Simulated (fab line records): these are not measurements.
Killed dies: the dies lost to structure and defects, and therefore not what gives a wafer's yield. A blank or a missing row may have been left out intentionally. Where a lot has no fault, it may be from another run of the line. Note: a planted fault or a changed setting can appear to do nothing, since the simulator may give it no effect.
Problem report, 8D (eight disciplines) form, completed by code | flow gf180mcu | the parts of the form that need people (team, actions taken, sign-off) are left out

## 1. THE PROBLEM
Mean of dose-ions-cm2 at GF_HV_LDD_IMPLANT_35: 8.034e+12 across 6 wafers in 2 lots; on wafers with no fault it is 7.499e+12 (standard deviation 8.3e+09). Measured from the usual mean, that is +64 standard deviations.
First observed at day 17 16:38: wafer L842.2, on implanter-04. At this step, 18 wafers from 6 lots have a number in the record. Rule for "out" (also "out of limits"): further than 4 standard deviations from the usual mean. The rest of the wafers with a number are treated as sound.

## 2. WHAT THIS IS AND IS NOT
question                    | is                     | is not
which readings at this step | dose-ions-cm2          | end-station-pressure-torr
which lots                  | L842, L843             | L824, L825, L830, L846
which wafers of those lots  | all that have a number | -
read on which tools         | implanter-04           | implanter-01, implanter-02
when                        | from day 17 16:38      | up to then (9 sound wafers); but 3 sound wafers of L846 came after

## 3. WHAT RULES OUT EACH SUSPECT
Counting: any tool at a process step up to the reading is kept as a suspect provided that every lot that is out went through it and no sound lot did after the first of them.
- implanter-04 at GF_HV_LDD_IMPLANT_35: kept. It processed each lot that is out, first L842 at day 17 16:38, and no sound lot thereafter; up to then, the last sound lot it processed was L824 at day 11 19:30. On those wafers its own readings are out: dose-ions-cm2.
Left after counting: implanter-04 at GF_HV_LDD_IMPLANT_35.

## 4. THE CAUSE (what the simulator had put in)
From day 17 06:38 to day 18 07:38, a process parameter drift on implanter-04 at GF_HV_LDD_IMPLANT_35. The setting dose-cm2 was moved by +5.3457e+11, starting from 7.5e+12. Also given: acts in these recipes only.
The count eliminated every tool but this one.

## 5. SEQUENCE OF EFFECTS, ordered by route
Rows list readings where the struck wafers' mean (over those with a number) sits beyond 3 standard deviations from the usual. Readings are gone through only where the record gives a usual standard deviation; hours: the median, over the lots, of the time from a lot's start at the first step in this table giving one to that lot's start at this step; sigmas: the change measured in usual standard deviations.
hours | step                 | reading            | usual     | on struck wafers | change     | sigmas
0     | GF_HV_LDD_IMPLANT_35 | dose-ions-cm2      | 7.499e+12 | 8.034e+12        | +5.350e+11 | +64
0     | GF_HV_LDD_IMPLANT_35 | faraday-current-uA | 42.3      | 45.6             | +3.3       | +3.8
It contains these process steps:
- GF_HV_LDD_IMPLANT_35
Later steps that measure or inspect, where all struck wafers having a row at the step show a number for every such reading and not one has moved that far: GF_HV_LDD_TW_MEAS_38, GF_HV_LDD_CD_MEAS_46, GF_HV_LDD_OVL_MEAS_47, GF_HV_LDD_TW_MEAS_50, GF_HV_LDD_RS_MEAS_53, GF_HV_LDD_THK_MEAS_55, GF_HV_LDD_THK_MEAS_57.

## 6. WHAT WOULD HAVE CAUGHT IT SOONER
In this record no reading fell out of limits until day 17 16:38, 10 hours after the fault had begun at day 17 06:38.
